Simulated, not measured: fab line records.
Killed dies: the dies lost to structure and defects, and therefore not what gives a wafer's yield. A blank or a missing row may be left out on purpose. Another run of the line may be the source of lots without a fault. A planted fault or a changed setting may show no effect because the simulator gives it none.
The same fault as seen by 2 desks | flow gf180mcu | each desk has only its own numbers; what lay behind them comes last

== FROM THE METROLOGY DESK ==
What the gauges read for every lot (on any tool): the sampled wafers with a number, averaged. The brackets show how far a lot's mean lies from the usual mean; more than 4 standard deviations puts the lot out of limits, marked OUT.
Columns: A = NWELL_RS at GF_VT_IMPLANT_RS_MEAS_47, usual 487.8 ohm/sq; B = cd nm at GF_POLY_GATE_CD_MEAS_10, usual 280.3 nm; C = cd nm at GF_POLY_GATE_CD_MEAS_18, usual 281.6 nm
lot  | first seen here | A     | B     | C
L791 | day 7 17:02     | 486.9 | 281.8 | 281.7
L792 | day 7 22:07     | 486.5 | 281.1 | 282.0
L793 | day 8 01:46     | 488.7 | 280.7 | 280.7
L794 | day 8 13:43     | 487.7 | 281.0 | 280.9
L795 | day 8 17:51     | 490.2 | 280.3 | 280.1
L796 | day 9 02:01     | 489.3 | 281.5 | 281.7
L797 | day 9 04:36     | 486.6 | 279.3 | 279.7
L798 | day 9 10:03     | 488.3 | 281.2 | 281.4
L801 | day 10 07:48    | 488.7 | 279.3 | 279.3
L803 | day 11 03:31    | 489.4 | 280.5 | 282.1
L809 | day 12 13:02    | 487.4 | 282.0 | 284.3
L810 | day 12 18:54    | 486.3 | 281.5 | 285.2
L813 | day 13 13:49    | 488.6 | 278.2 | 279.0
Finding of this desk: none of the 13 lots has anything out of limits.

== FOR THE TOOL OWNER'S DESK: litho track-03 ==
The tool's own readings at GF_HV_LDD_COAT_14 (resist thk 1000 nm): means of the sampled wafers that have a number, for each lot that ran on this tool. The brackets show how far a lot's mean lies from the usual mean; more than 4 standard deviations puts the lot out of limits, marked OUT.
Columns: A = dispense pressure kPa at GF_HV_LDD_COAT_14, usual 52.2 kPa; B = resist line temp C at GF_HV_LDD_COAT_14, usual 22.98 C; C = spin speed rpm at GF_HV_LDD_COAT_14, usual 3000.3 rpm
lot  | first seen here | A    | B     | C
L797 | day 12 01:59    | 50.4 | 23.07 | 3003.3
L798 | day 12 10:48    | 50.4 | 22.95 | 3001.1
L801 | day 13 12:50    | 50.4 | 23.02 | 3130.0 (+68) OUT
L803 | day 14 12:23    | 50.4 | 22.97 | 3130.7 (+69) OUT
Finding of this desk: L801, L803 out of limits; the first was L801 at day 13 12:50, on spin speed rpm at GF_HV_LDD_COAT_14. L797, L798: within limits.

== TAKEN TOGETHER ==
The tool owner's desk could have raised an alarm at day 13 12:50, on L801, L803.
At the metrology desk, nothing out of limits was observed.
The metrology desk holds a record of L801, L803, inside its limits.
All the named lots went through GF_HV_LDD_COAT_14 on litho track-03.

== WHAT HAD BEEN PUT IN BY THE SIMULATOR ==
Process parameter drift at GF_HV_LDD_COAT_14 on litho track-03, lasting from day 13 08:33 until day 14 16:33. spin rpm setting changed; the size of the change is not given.
Lots struck among those shown: L801, L803.
How many hours passed from the start of the fault until each desk's first out-of-limits reading: the tool owner's desk, 4.
